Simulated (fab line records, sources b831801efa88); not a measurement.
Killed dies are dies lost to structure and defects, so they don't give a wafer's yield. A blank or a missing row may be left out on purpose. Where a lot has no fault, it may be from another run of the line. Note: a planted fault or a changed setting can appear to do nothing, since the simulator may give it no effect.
Code-filled problem report in 8D (eight disciplines) form :: flow gf180mcu :: the parts of the form that need people (team, actions taken, sign-off) are left out

== 1. WHAT IS WRONG ==
Wafers free of any fault read -0.4 nm (standard deviation 1.5) for VT_IMPLANT_03_OVL at GF_VT_IMPLANT_OVL_MEAS_40, against a mean of 217.6 nm on 9 wafers of 3 lots. That is +99 or more standard deviations from the usual mean.
The first sign was on wafer L772.1 at day 10 02:13, on overlay-02. The record has a number at this step for 39 wafers belonging to 13 lots. Rule for "out", or "out of limits": more than 4 standard deviations from the usual mean. All remaining wafers that have a number are taken as sound.

== 2. WHAT THIS IS AND IS NOT ==
question: which readings at this step
is: VT_IMPLANT_03_OVL
is not: -

question: which lots
is: L772, L774, L777
is not: L763, L764, L766, L767, L770, L780, L782, L784, L785, L786

question: which wafers of those lots
is: all that have a number
is not: -

question: read on which gauges
is: overlay-01, overlay-02
is not: -

question: when
is: from day 10 02:13
is not: up to then (15 sound wafers); but 15 sound wafers of L780, L782, L784, L785, L786 came after

== 3. SUSPECTS, AND WHAT RULES EACH OUT ==
Counting: a tool at any process step up to the reading remains a suspect when it ran all the lots that are out and ran no sound lot after the first of those.
- the gauge at GF_VT_IMPLANT_OVL_MEAS_40 has been ruled out. 2 gauges (overlay-01, overlay-02) read the wafers that are out.
- iline stepper-02 at GF_VT_IMPLANT_EXPOSE_37 (exposes mask Nwell HV AREA, target cd 860 nm): kept. Every lot that is out went through it, starting with L772 (day 9 18:05), and after that it ran no sound lot; the last sound lot it ran before then is L767 (day 8 10:08).
Left after counting: iline stepper-02 at GF_VT_IMPLANT_EXPOSE_37.

== 4. THE CAUSE (what the simulator had put in) ==
Scanner matching overlay: iline stepper-02, from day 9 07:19 on, at GF_VT_IMPLANT_EXPOSE_37. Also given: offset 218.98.
The count eliminated every tool but this one.

== 5. THE EFFECT CHAIN, in route order ==
One row per reading whose mean, taken over the struck wafers that have a number, lies over 3 standard deviations from the usual. Readings are gone through only where the record gives a usual standard deviation; hours: the median, over the lots, of the time from a lot's start at the first step in this table giving one to that lot's start at this step; sigmas: the change measured in usual standard deviations.
hours: 0
step: GF_VT_IMPLANT_OVL_MEAS_40
reading: VT_IMPLANT_03_OVL
usual: -0.4 nm
on struck wafers: 217.6
change: +218.0
sigmas: +99 or more

== 6. WHAT WOULD HAVE CAUGHT IT SOONER ==
The first out-of-limits reading at a measuring or inspecting step in this record came at day 10 02:13, 19 hours after the fault's start at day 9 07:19.
Of the lots that are out (3), L774, L777 began GF_VT_IMPLANT_EXPOSE_37 on iline stepper-02 after day 10 02:13. A hold on the tool at that time would have spared those 2.
